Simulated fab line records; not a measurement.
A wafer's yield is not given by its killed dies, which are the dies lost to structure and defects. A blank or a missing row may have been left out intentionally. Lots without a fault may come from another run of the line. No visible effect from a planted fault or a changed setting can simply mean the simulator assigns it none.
2 desks, one fault || flow sky130 || numbers are kept per desk, each desk with only its own; the story behind them comes last

== TOOL OWNER'S DESK, rie_diel-01 ==
The tool's own readings at SKY_FIELD_ISO_ETCH_14 (etches BARC in N2/H2, stops on SiO2, time 45.9 s, target depth 60 nm): means of the sampled wafers that have a number, for each lot that ran on this tool. A lot is out of limits, marked OUT, if its mean lies more than 4 standard deviations from the usual mean; the brackets give that distance.
Columns: A = bias_w at SKY_FIELD_ISO_ETCH_14, usual 100.0 W; B = drypump_motor_current_A at SKY_FIELD_ISO_ETCH_14, usual 5.6 A; C = n2_flow_sccm at SKY_FIELD_ISO_ETCH_14, usual 100.01 sccm; D = oes_product_au at SKY_FIELD_ISO_ETCH_14, usual 0.854 a.u.; E = throttle_valve_pct at SKY_FIELD_ISO_ETCH_14, usual 13.224 %
{"lot": "L707", "first seen here": "day 3 08:43", "A": 99.9, "B": 5.9, "C": 99.73, "D": 0.857, "E": 13.224}
{"lot": "L713", "first seen here": "day 4 08:41", "A": 100.0, "B": 6.1, "C": 100.27, "D": 0.851, "E": 13.223}
{"lot": "L718", "first seen here": "day 5 12:08", "A": "79.4 (-61) OUT", "B": 5.8, "C": 100.21, "D": 0.851, "E": 13.225}
This desk's finding: out of limits on L718; first on L718, day 5 12:08 (bias_w at SKY_FIELD_ISO_ETCH_14). In limits: L707, L713.

== METROLOGY DESK ==
What the gauges read for every lot (on any tool): the sampled wafers with a number, averaged. A lot is out of limits, marked OUT, if its mean lies more than 4 standard deviations from the usual mean; the brackets give that distance.
Columns: A = FIELD_ISO_OXIDATION_00_THK at SKY_FIELD_ISO_THK_MEAS_02, usual 11.97 nm; B = FIELD_ISO_CVD_03_THK at SKY_FIELD_ISO_THK_MEAS_04, usual 164.9 nm; C = cd_nm at SKY_FIELD_ISO_CD_MEAS_13, usual 149.9 nm
{"lot": "L706", "first seen here": "day 2 05:45", "A": 11.72, "B": 167.1, "C": 149.0}
{"lot": "L707", "first seen here": "day 2 15:35", "A": 11.92, "B": 164.0, "C": 149.6}
{"lot": "L713", "first seen here": "day 3 14:01", "A": 11.78, "B": 164.3, "C": 149.3}
{"lot": "L718", "first seen here": "day 4 16:07", "A": 12.17, "B": 165.9, "C": 150.5}
{"lot": "L719", "first seen here": "day 4 20:30", "A": 12.10, "B": 166.4, "C": 149.1}
Finding of this desk: none of the 5 lots has anything out of limits.

== ALL TOGETHER ==
The tool owner's desk had the chance to raise an alarm at day 5 12:08 on L718.
Metrology desk: nothing out of limits seen.
The metrology desk holds a record of L718, inside its limits.
On rie_diel-01, each named lot ran SKY_FIELD_ISO_ETCH_14.

== WHAT HAD BEEN PUT IN BY THE SIMULATOR ==
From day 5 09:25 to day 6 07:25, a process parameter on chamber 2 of rie_diel-01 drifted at SKY_FIELD_ISO_ETCH_14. From 100, the setting bias_w moved by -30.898. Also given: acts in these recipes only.
Shown lots that were struck: L718.
Hours from the fault's start to each desk's first reading out of limits: the tool owner's desk, 3.
